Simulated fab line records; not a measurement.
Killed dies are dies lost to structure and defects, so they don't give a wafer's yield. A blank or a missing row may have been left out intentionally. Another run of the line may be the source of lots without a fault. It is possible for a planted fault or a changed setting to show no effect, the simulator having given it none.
2 desks looking at one fault || flow gf180mcu || each desk holds nothing but its own numbers, with what lay behind them at the end

## DESK OF THE TOOL OWNER: lpcvd-01
The tool's own readings at GF_HV_LDD_CVD_54 (deposits SiO2 from TEOS, target thk 10 nm, time 75 s): means of the sampled wafers that have a number, for each lot that ran on this tool. A lot is out of limits, marked OUT, if its mean lies more than 4 standard deviations from the usual mean; the brackets give that distance.
Columns: A = susceptor temp C at GF_HV_LDD_CVD_54, usual 680.0 C; B = zone power bottom pct at GF_HV_LDD_CVD_54, usual 15.9 %
{"lot": "L551", "first seen here": "day 12 18:40", "A": 680.2, "B": 15.1}
{"lot": "L554", "first seen here": "day 13 18:25", "A": 680.2, "B": 15.2}
{"lot": "L556", "first seen here": "day 14 11:34", "A": 680.0, "B": 16.1}
{"lot": "L558", "first seen here": "day 15 00:52", "A": 679.9, "B": 16.2}
{"lot": "L559", "first seen here": "day 15 09:40", "A": 680.2, "B": 15.3}
{"lot": "L561", "first seen here": "day 16 04:59", "A": 679.8, "B": 16.3}
{"lot": "L564", "first seen here": "day 17 02:37", "A": 679.9, "B": 16.3}
{"lot": "L571", "first seen here": "day 19 06:49", "A": 679.7, "B": 16.1}
{"lot": "L573", "first seen here": "day 20 01:08", "A": 679.6, "B": 16.5}
This desk's finding: nothing out of limits on any of the 9 lots.

## THE METROLOGY DESK
What the gauges read, lot by lot, whatever tool the lot ran on: means of the sampled wafers that have a number. A lot is out of limits, marked OUT, if its mean lies more than 4 standard deviations from the usual mean; the brackets give that distance.
Columns: A = V4_W_RS at GF_V4_RS_MEAS_24, usual 0.322 ohm/sq
{"lot": "L550", "first seen here": "day 24 11:39", "A": 0.328}
{"lot": "L551", "first seen here": "day 24 20:15", "A": 0.324}
{"lot": "L554", "first seen here": "day 25 19:57", "A": 0.327}
{"lot": "L556", "first seen here": "day 26 15:28", "A": 0.324}
{"lot": "L558", "first seen here": "day 27 03:17", "A": 0.317}
{"lot": "L557", "first seen here": "day 27 05:07", "A": 0.329}
{"lot": "L559", "first seen here": "day 27 12:04", "A": 0.326}
{"lot": "L560", "first seen here": "day 27 22:05", "A": 0.323}
{"lot": "L561", "first seen here": "day 28 08:53", "A": 0.318}
{"lot": "L564", "first seen here": "day 29 01:20", "A": 0.322}
{"lot": "L568", "first seen here": "day 30 01:46", "A": 0.325}
{"lot": "L569", "first seen here": "day 30 08:36", "A": 0.313}
{"lot": "L571", "first seen here": "day 30 18:00", "A": 0.314}
{"lot": "L573", "first seen here": "day 31 08:37", "A": 0.319}
This desk's finding: nothing out of limits on any of the 14 lots.

## PUT TOGETHER
The tool owner's desk saw nothing out of limits.
From the metrology desk's view, nothing was out of limits.

## WHAT HAD BEEN PUT IN BY THE SIMULATOR
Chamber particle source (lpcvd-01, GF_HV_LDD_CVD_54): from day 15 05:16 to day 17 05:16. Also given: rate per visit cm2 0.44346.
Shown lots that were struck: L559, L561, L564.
